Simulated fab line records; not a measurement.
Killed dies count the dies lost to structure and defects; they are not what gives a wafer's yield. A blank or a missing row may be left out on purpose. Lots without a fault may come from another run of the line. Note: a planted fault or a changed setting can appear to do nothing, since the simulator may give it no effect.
fab line records	flow sky130
record lots=14	wafers=40	last_day=51
route steps=708 shown SONOS_ONO@181 GATE_OXIDE@201 RES_PROTECT@209 PAD_OPEN@708
lots untouched by any fault: they come from a run of this same line in which no faults occurred
start_h: start of the lot's first displayed wafer, in hours after the record's first day	wait_h: time in hours since the lot's previous step	" unchanged from the row above	L1.1+2: a row that stands for several wafers	- no value, or no start was given	* or withheld: withheld	< > ~ a bound
route shown NAME@n: NAME is a module with steps in the file, n the number in the route of the first one	usual: the fault-free wafers' mean and standard deviation	same: alike in all rows	chamber/n: place in a boat	sites: readings site by site	_std_site: the values' standard deviation	_edge_site: outer sites' mean less inner sites'	radius_mm: how far each site lies from the wafer's centre	mask NAME#n: copy n	behind: the most recent tool/chamber to have shaped the wafer	hold: why the lot was held/for how many hours/how that ended	device: which transistor (n, p or np) failed to switch	end of line: the tests these same wafers got at the end of their route	where a step has no rows: the recipe by itself	killed: count of dies lost to structure and defects at first sort (not the wafer's yield)	map: the dies of a wafer, with x for killed, . for not killed, _ for no die there
set.NAME: the setting the step ran with; set.NAME@STEP: the setting that earlier step ran with	model.NAME: the simulator's own value behind a step, which no gauge read
steps of the route over a sample of lots; a table a step, a row a wafer
services: the hour from which a tool's chamber was out of use, counted from the record's first day as start_h (under 0 if before that day), plus the number of hours and why
## steps
# step SKY_SONOS_ONO_CD_MEAS_13
# recipe target_cd_nm=410
# usual cd_nm=410.4/2.5
lot.wafer	tool	chamber	start_h	wait_h	cd_nm
L966.1	cd_sem-02	-	291.63	0.1	411.1
L966.3	"	-	"	"	411.9
L966.6	"	-	"	"	412.3
L968.3	cd_sem-01	-	303.74	0.1	410.8
L968.4	"	-	"	"	406.9
L968.5	"	-	"	"	408.1
L972.1	cd_sem-01	-	340.10	0.1	409.8
L972.3	"	-	"	"	412.3
L974.3	cd_sem-02	-	361.29	0.1	408.1
L974.4	"	-	"	"	410.0
L974.6	"	-	"	"	409.8
L976.3	cd_sem-01	-	378.57	0.1	411.2
L976.6	"	-	"	"	411.2
L980.2	cd_sem-02	-	417.76	0.1	412.9
L980.3	"	-	"	"	412.7
L980.4	"	-	"	"	411.5
L981.1	cd_sem-02	-	435.04	0.1	413.9
L981.3	"	-	"	"	416.2
L981.6	"	-	"	"	415.8
L982.2	cd_sem-02	-	435.36	0.1	407.6
L982.5	"	-	"	"	408.3
L982.6	"	-	"	"	408.6
L984.1	cd_sem-02	-	443.05	0.1	410.1
L984.3	"	-	"	"	410.6
L984.6	"	-	"	"	408.4
L983.2	cd_sem-01	-	443.37	0.1	412.6
L983.3	"	-	"	"	411.4
L983.4	"	-	"	"	412.3
L985.1	cd_sem-02	-	458.23	0.1	411.6
L985.2	"	-	"	"	410.4
L985.6	"	-	"	"	411.3
L986.1	cd_sem-02	-	459.79	0.1	406.4
L986.3	"	-	"	"	408.5
L986.6	"	-	"	"	407.4
L988.1	cd_sem-02	-	472.48	0.1	410.5
L988.2	"	-	"	"	413.5
L988.5	"	-	"	"	411.8
L989.2	cd_sem-02	-	478.95	0.1	411.6
L989.3	"	-	"	"	410.2
L989.5	"	-	"	"	412.1
# step SKY_SONOS_ONO_STRIP_17
# recipe chemistry=O2/N2	power_w=1400	pressure_mtorr=1500	platen_temp_c=withheld	o2_flow_sccm=3000	n2_flow_sccm=300	overash_fraction=0.5
# usual drypump_motor_current_A=5.8/0.6	oes_product_au=0.710/0.0045	strip_time_to_endpoint_s=14.09/0.045
# same overash_fraction=0.5
lot.wafer	tool	chamber	start_h	wait_h	drypump_motor_current_A	oes_product_au	rf_hours_counter_h	strip_time_to_endpoint_s
L966.1	plasma_asher-02	0	291.89	0.0	6.2	0.710	62	14.14
L966.3	"	1	"	"	4.7	0.709	-	14.11
L966.6	"	1	"	"	4.7	0.716	-	14.12
L968.3	plasma_asher-02	1	303.99	0.0	4.7	0.721	-	14.12
L968.4	"	0	"	"	6.2	0.708	-	14.15
L968.5	"	0	"	"	6.2	0.713	-	14.10
L972.1	plasma_asher-03	1	340.36	0.0	6.2	0.713	19	14.09
L972.3	"	0	"	"	5.6	0.714	-	14.07
L974.3	plasma_asher-02	1	361.55	0.0	4.7	0.714	-	14.10
L974.4	"	0	"	"	6.2	0.705	-	14.05
L974.6	"	1	"	"	4.7	0.714	-	14.04
L976.3	plasma_asher-03	1	378.83	0.0	6.2	0.706	-	14.10
L976.6	"	1	"	"	6.2	0.708	-	14.13
L980.2	plasma_asher-03	0	418.01	0.0	5.6	0.710	27	14.13
L980.3	"	1	"	"	6.3	0.719	-	14.17
L980.4	"	0	"	"	5.6	0.710	-	14.10
L981.1	plasma_asher-02	0	435.31	0.0	6.2	0.716	76	14.15
L981.3	"	1	"	"	4.8	0.710	-	14.16
L981.6	"	1	"	"	4.7	0.722	-	14.19
L982.2	plasma_asher-03	1	435.61	0.0	6.2	0.708	29	14.09
L982.5	"	0	"	"	5.6	0.713	-	14.14
L982.6	"	1	"	"	6.3	0.712	-	14.10
L984.1	plasma_asher-02	1	443.31	0.0	4.7	0.712	77	14.07
L984.3	"	0	"	"	6.2	0.717	-	14.10
L984.6	"	1	"	"	4.7	0.708	-	14.07
L983.2	plasma_asher-03	1	443.61	0.0	6.2	0.715	30	14.09
L983.3	"	1	"	"	6.3	0.712	-	14.14
L983.4	"	0	"	"	5.6	0.713	-	14.12
L985.1	plasma_asher-02	1	458.50	0.0	4.7	0.710	78	14.06
L985.2	"	0	"	"	6.2	0.705	78	14.10
L985.6	"	1	"	"	4.7	0.714	-	14.05
L986.1	plasma_asher-04	0	460.07	0.0	5.9	0.713	58	14.11
L986.3	"	1	"	"	6.5	0.711	-	14.14
L986.6	"	0	"	"	5.9	0.709	-	14.07
L988.1	plasma_asher-03	1	472.74	0.0	6.2	0.714	33	14.07
L988.2	"	0	"	"	5.6	0.713	33	14.13
L988.5	"	1	"	"	6.2	0.704	-	14.11
L989.2	plasma_asher-04	1	479.20	0.0	6.5	0.708	60	14.06
L989.3	"	1	"	"	6.5	0.709	-	14.05
L989.5	"	1	"	"	6.5	0.707	-	14.08
# step SKY_GATE_OXIDE_TW_MEAS_14
# usual GATE_OXIDE_TW=225.0/2.8
lot.wafer	tool	chamber	start_h	wait_h	GATE_OXIDE_TW
L966.1	film_metro-04	-	322.10	0.1	227.7
L966.3	"	-	"	"	228.3
L966.6	"	-	"	"	226.5
L968.3	film_metro-03	-	334.29	0.1	222.2
L968.4	"	-	"	"	222.0
L968.5	"	-	"	"	222.3
L972.1	film_metro-04	-	372.82	0.1	226.9
L972.3	"	-	"	"	228.2
L974.3	film_metro-03	-	394.93	0.1	221.5
L974.4	"	-	"	"	222.4
L974.6	"	-	"	"	221.2
L976.3	film_metro-04	-	411.54	0.1	228.3
L976.6	"	-	"	"	228.3
L980.2	film_metro-03	-	456.11	0.1	222.0
L980.3	"	-	"	"	222.6
L980.4	"	-	"	"	222.6
L981.1	film_metro-01	-	468.32	0.1	224.4
L981.3	"	-	"	"	222.0
L981.6	"	-	"	"	223.1
L982.2	film_metro-03	-	469.40	0.1	222.9
L982.5	"	-	"	"	221.6
L982.6	"	-	"	"	222.4
L984.1	film_metro-04	-	479.03	0.1	228.3
L984.3	"	-	"	"	228.5
L984.6	"	-	"	"	229.8
L983.2	film_metro-03	-	479.26	0.1	222.3
L983.3	"	-	"	"	222.5
L983.4	"	-	"	"	223.1
L985.1	film_metro-01	-	491.94	0.1	223.5
L985.2	"	-	"	"	222.7
L985.6	"	-	"	"	223.8
L986.1	film_metro-04	-	493.70	0.1	227.7
L986.3	"	-	"	"	227.1
L986.6	"	-	"	"	228.6
L988.1	film_metro-04	-	505.90	0.1	228.5
L988.2	"	-	"	"	228.7
L988.5	"	-	"	"	228.5
L989.2	film_metro-01	-	513.28	0.1	223.7
L989.3	"	-	"	"	224.4
L989.5	"	-	"	"	224.6
# step SKY_RES_PROTECT_SOFTBAKE_03
# recipe temp_c=90	time_s=60	resist=NOVOLAK
# usual chill_plate_temp_C=22.99/0.094	heater_power_total_W=56.59/0.045	run_length_s=89.24/0.13
lot.wafer	tool	chamber	start_h	wait_h	chill_plate_temp_C	heater_power_total_W	run_length_s
L966.1	litho_track-04	0	340.03	0.1	23.01	56.63	89.33
L966.3	"	0	"	"	23.06	56.59	89.14
L966.6	"	0	"	"	22.89	56.63	89.20
L968.3	litho_track-04	0	352.38	0.1	23.02	56.63	89.16
L968.4	"	0	"	"	23.02	56.62	89.13
L968.5	"	0	"	"	22.95	56.59	89.12
L972.1	litho_track-04	0	391.53	0.1	23.04	58.66	83.32
L972.3	"	0	"	"	22.88	58.67	83.20
L974.3	litho_track-04	0	415.63	0.1	22.95	58.71	83.52
L974.4	"	0	"	"	23.01	56.54	89.41
L974.6	"	0	"	"	22.95	56.60	89.16
L976.3	litho_track-04	0	431.18	0.1	22.86	58.65	83.43
L976.6	"	0	"	"	23.11	56.64	89.12
L980.2	litho_track-01	0	474.97	0.1	22.92	56.56	89.15
L980.3	"	0	"	"	22.85	56.65	89.20
L980.4	"	0	"	"	22.96	56.67	89.15
L981.1	litho_track-01	0	486.54	0.1	22.96	56.64	89.45
L981.3	"	0	"	"	23.04	56.52	89.38
L981.6	"	0	"	"	23.16	56.60	89.13
L982.2	litho_track-04	0	487.96	0.1	22.92	56.53	89.25
L982.5	"	0	"	"	22.90	56.66	89.25
L982.6	"	0	"	"	23.01	56.57	89.48
L984.1	litho_track-01	0	496.49	0.1	23.01	56.60	89.31
L984.3	"	0	"	"	23.06	56.53	89.33
L984.6	"	0	"	"	22.82	56.58	89.33
L983.2	litho_track-01	0	499.02	0.1	22.85	56.71	89.21
L983.3	"	0	"	"	22.99	56.60	89.55
L983.4	"	0	"	"	22.87	56.52	89.19
L985.1	litho_track-04	0	510.48	0.1	23.08	56.59	89.15
L985.2	"	0	"	"	22.93	56.62	89.21
L985.6	"	0	"	"	23.05	56.60	89.15
L986.1	litho_track-03	0	512.01	0.1	22.93	56.68	88.94
L986.3	"	0	"	"	23.02	56.60	88.95
L986.6	"	0	"	"	22.95	56.63	89.09
L988.1	litho_track-01	0	523.89	0.1	23.00	56.65	89.30
L988.2	"	0	"	"	22.99	56.55	89.51
L988.5	"	0	"	"	22.85	56.61	89.18
L989.2	litho_track-04	0	532.16	0.1	22.83	56.60	89.17
L989.3	"	0	"	"	22.95	56.57	89.33
L989.5	"	0	"	"	22.97	56.66	89.23
# step SKY_PAD_OPEN_PROBE_99
# usual killed_at_M0_to_M3=43/7	killed_at_M4_up=3.1/1.5	killed_at_contacts=23/4.9	killed_at_front_end=16/3.9	killed_at_other=0.3/0.52	killed_dies=86/8.2	killed_open=47/6.1	killed_short=38/5.8
# same gross_dies=492	killed_at_back_side=0
lot.wafer	tool	chamber	start_h	wait_h	killed_at_M0_to_M3	killed_at_M4_up	killed_at_contacts	killed_at_front_end	killed_at_other	killed_dies	killed_open	killed_short
L966.1	prober-02	-	1112.15	0.1	36	2	22	13	0	73	39	34
L966.3	prober-02	-	1112.25	0.2	47	3	24	17	0	91	50	41
L966.6	prober-02	-	1112.40	0.2	30	3	28	19	0	80	43	37
L976.3	prober-01	-	1175.18	0.2	48	3	11	12	0	74	37	37
L976.6	prober-01	-	1175.33	0.2	31	6	33	16	1	87	50	37
L980.2	prober-01	-	1201.21	0.1	37	1	26	19	0	83	47	36
L980.3	prober-01	-	1201.26	0.2	46	3	21	14	0	84	43	41
L980.4	prober-01	-	1201.31	0.2	41	4	22	20	2	89	46	41
L981.1	prober-02	-	1205.26	0.1	58	2	23	19	0	102	64	37
L981.3	prober-02	-	1205.36	0.2	30	4	32	10	0	76	49	25
L981.6	prober-02	-	1205.51	0.2	48	5	20	18	2	93	48	44
L982.2	prober-01	-	1206.45	0.1	42	2	18	13	2	77	39	38
L982.5	prober-01	-	1206.60	0.2	44	2	18	16	0	80	42	38
L982.6	prober-01	-	1206.65	0.2	43	4	20	9	1	77	42	35
L984.1	prober-02	-	1208.70	0.1	39	2	23	14	0	78	45	33
L984.3	prober-02	-	1208.80	0.2	39	2	19	23	0	83	51	32
L984.6	prober-02	-	1208.95	0.2	58	6	29	16	0	109	55	54
L989.2	prober-02	-	1225.46	0.1	40	4	16	9	1	70	38	32
L989.3	prober-02	-	1225.51	0.2	47	1	30	23	0	101	53	48
L989.5	prober-02	-	1225.61	0.2	43	5	19	15	0	82	40	42
# killed by level:class
L966.1 VIA1:geometric_particle:open=10 LI_CONTACT:geometric_particle:open=8 METAL1:geometric_particle:short=7 CONTACT:geometric_particle:short=6 VIA2:geometric_particle:open=5 METAL2:geometric_particle:short=5 CONTACT:geometric_particle:open=4 VIA3:geometric_particle:open=4
L966.3 LI_CONTACT:geometric_particle:open=10 POLY_GATE:geometric_particle:short=9 VIA1:geometric_particle:open=9 METAL1:geometric_particle:short=8 CONTACT:geometric_particle:open=8 VIA3:geometric_particle:open=5 VIA2:geometric_particle:open=5 VIA1:geometric_particle:short=4
L966.6 LI_CONTACT:geometric_particle:open=10 CONTACT:geometric_particle:open=7 METAL1:geometric_particle:short=7 FIELD_ISO:geometric_particle:short=5 CONTACT:geometric_particle:short=5 VIA1:geometric_particle:short=4 FIELD_ISO:geometric_particle:open=3 POLY_GATE:geometric_particle:short=3
L976.3 VIA1:geometric_particle:open=13 METAL2:geometric_particle:short=10 VIA3:geometric_particle:open=7 FIELD_ISO:geometric_particle:short=5 VIA1:geometric_particle:short=5 VIA2:geometric_particle:open=5 LI_CONTACT:geometric_particle:open=4 POLY_GATE:geometric_particle:open=4
L976.6 CONTACT:geometric_particle:open=11 LI_CONTACT:geometric_particle:open=8 VIA2:geometric_particle:open=8 METAL4:geometric_particle:short=6 VIA1:geometric_particle:open=6 VIA3:geometric_particle:open=6 LOCAL_INTERCONNECT:geometric_particle:short=5 CONTACT:geometric_particle:short=5
L980.2 CONTACT:geometric_particle:open=11 VIA1:geometric_particle:open=9 FIELD_ISO:geometric_particle:open=7 CONTACT:geometric_particle:short=7 POLY_GATE:geometric_particle:short=6 VIA3:geometric_particle:open=6 VIA1:geometric_particle:short=4 METAL2:geometric_particle:short=4
L980.3 VIA1:geometric_particle:open=11 METAL2:geometric_particle:short=7 LI_CONTACT:geometric_particle:open=6 CONTACT:geometric_particle:open=5 VIA2:geometric_particle:open=5 VIA3:geometric_particle:short=5 FIELD_ISO:geometric_particle:open=4 FIELD_ISO:geometric_particle:short=4
L980.4 VIA1:geometric_particle:open=10 LI_CONTACT:geometric_particle:open=9 VIA1:geometric_particle:short=8 POLY_GATE:geometric_particle:short=7 METAL1:geometric_particle:short=7 CONTACT:geometric_particle:open=6 FIELD_ISO:geometric_particle:short=4 POLY_GATE:geometric_particle:open=4
L981.1 VIA2:geometric_particle:open=10 VIA1:geometric_particle:open=10 METAL1:geometric_particle:short=8 FIELD_ISO:geometric_particle:open=7 LI_CONTACT:geometric_particle:open=7 CONTACT:geometric_particle:open=7 CONTACT:geometric_particle:short=6 VIA3:geometric_particle:open=6
L981.3 CONTACT:geometric_particle:open=12 VIA1:geometric_particle:open=10 LI_CONTACT:geometric_particle:open=10 LOCAL_INTERCONNECT:geometric_particle:short=5 METAL1:geometric_particle:short=5 FIELD_ISO:geometric_particle:open=4 METAL2:geometric_particle:short=4 VIA3:geometric_particle:open=4
L981.6 CONTACT:geometric_particle:open=9 VIA1:geometric_particle:open=9 VIA3:geometric_particle:open=7 POLY_GATE:geometric_particle:short=7 VIA2:geometric_particle:open=7 METAL1:geometric_particle:short=5 METAL2:geometric_particle:short=5 FIELD_ISO:geometric_particle:short=4
L982.2 VIA1:geometric_particle:open=12 CONTACT:geometric_particle:open=8 METAL1:geometric_particle:short=7 VIA3:geometric_particle:short=5 POLY_GATE:geometric_particle:short=4 LI_CONTACT:geometric_particle:short=4 VIA1:geometric_particle:short=4 VIA3:geometric_particle:open=4
L982.5 LI_CONTACT:geometric_particle:open=8 METAL1:geometric_particle:short=8 VIA2:geometric_particle:open=7 VIA3:geometric_particle:open=7 CONTACT:geometric_particle:open=6 METAL3:geometric_particle:short=6 POLY_GATE:geometric_particle:open=5 VIA1:geometric_particle:open=5
L982.6 CONTACT:geometric_particle:open=8 VIA2:geometric_particle:open=8 VIA3:geometric_particle:open=8 METAL2:geometric_particle:short=6 LI_CONTACT:geometric_particle:open=5 VIA3:geometric_particle:short=5 CONTACT:geometric_particle:short=4 METAL1:geometric_particle:short=4
L984.1 CONTACT:geometric_particle:open=11 VIA3:geometric_particle:open=9 METAL1:geometric_particle:short=7 VIA1:geometric_particle:open=6 LI_CONTACT:geometric_particle:open=6 POLY_GATE:geometric_particle:short=5 VIA1:geometric_particle:short=5 POLY_GATE:geometric_particle:open=4
L984.3 CONTACT:geometric_particle:open=10 VIA1:geometric_particle:open=9 FIELD_ISO:geometric_particle:open=8 VIA3:geometric_particle:open=7 POLY_GATE:geometric_particle:open=6 VIA2:geometric_particle:open=6 METAL1:geometric_particle:short=5 METAL2:geometric_particle:short=5
L984.6 VIA1:geometric_particle:open=11 VIA2:geometric_particle:open=11 LI_CONTACT:geometric_particle:open=8 LOCAL_INTERCONNECT:geometric_particle:short=8 CONTACT:geometric_particle:open=8 METAL1:geometric_particle:short=8 VIA1:geometric_particle:short=7 VIA3:geometric_particle:open=6
L989.2 VIA1:geometric_particle:open=10 VIA2:geometric_particle:open=8 CONTACT:geometric_particle:open=6 FIELD_ISO:geometric_particle:short=5 METAL1:geometric_particle:short=5 VIA3:geometric_particle:open=5 METAL4:geometric_particle:short=4 VIA1:geometric_particle:short=4
L989.3 CONTACT:geometric_particle:open=12 VIA2:geometric_particle:open=11 METAL1:geometric_particle:short=8 VIA1:geometric_particle:open=8 FIELD_ISO:geometric_particle:open=7 POLY_GATE:geometric_particle:short=6 LOCAL_INTERCONNECT:geometric_particle:short=6 CONTACT:geometric_particle:short=6
L989.5 VIA2:geometric_particle:open=9 VIA1:geometric_particle:open=7 FIELD_ISO:geometric_particle:open=6 VIA1:geometric_particle:short=6 VIA3:geometric_particle:short=5 CONTACT:geometric_particle:open=5 LOCAL_INTERCONNECT:geometric_particle:short=4 POLY_GATE:geometric_particle:short=4
## services
tool	chamber	start_h	hours	kind
plasma_asher-03	-	285.26	1.2	repair
plasma_asher-04	-	300.29	2.8	pm
plasma_asher-02	-	354.37	0.5	repair
plasma_asher-02	-	396.97	2.3	repair
plasma_asher-02	-	438.12	1.5	repair
plasma_asher-02	-	487.03	4.3	pm
## key
first_sign step=SKY_RES_PROTECT_SOFTBAKE_03	reading=heater_power_total_W	direction=up	sigmas=47	usual=*	struck=*
effect step=SKY_RES_PROTECT_SOFTBAKE_03	reading=run_length_s	direction=down	sigmas=44	usual=*	struck=*
met_at SKY_RES_PROTECT_SOFTBAKE_03
struck_lots L972,L974,L976
struck_wafers L972.1,L972.3,L974.3,L976.3
tester_left_out L972,L974,L976
not_acting_at SKY_SONOS_ONO_CD_MEAS_13,SKY_SONOS_ONO_STRIP_17,SKY_GATE_OXIDE_TW_MEAS_14
onset_between 352.38 391.53
fault kind=process_parameter_drift	tool=litho_track-04	chamber=-	onset_h=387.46	steps=SKY_RES_PROTECT_SOFTBAKE_03	channel=time_s	offset=*	shape=step	end_h=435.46	scope=struck_wafers_only	acts_in=*	stated=*
# tester_left_out: of these lots the tester's yield and bins aren't shown, on N5 and GAA mostly nor the transistor test; their killed dies are dies lost to structure and defects alone, not to doping, threshold or leakage, so they don't give the yield
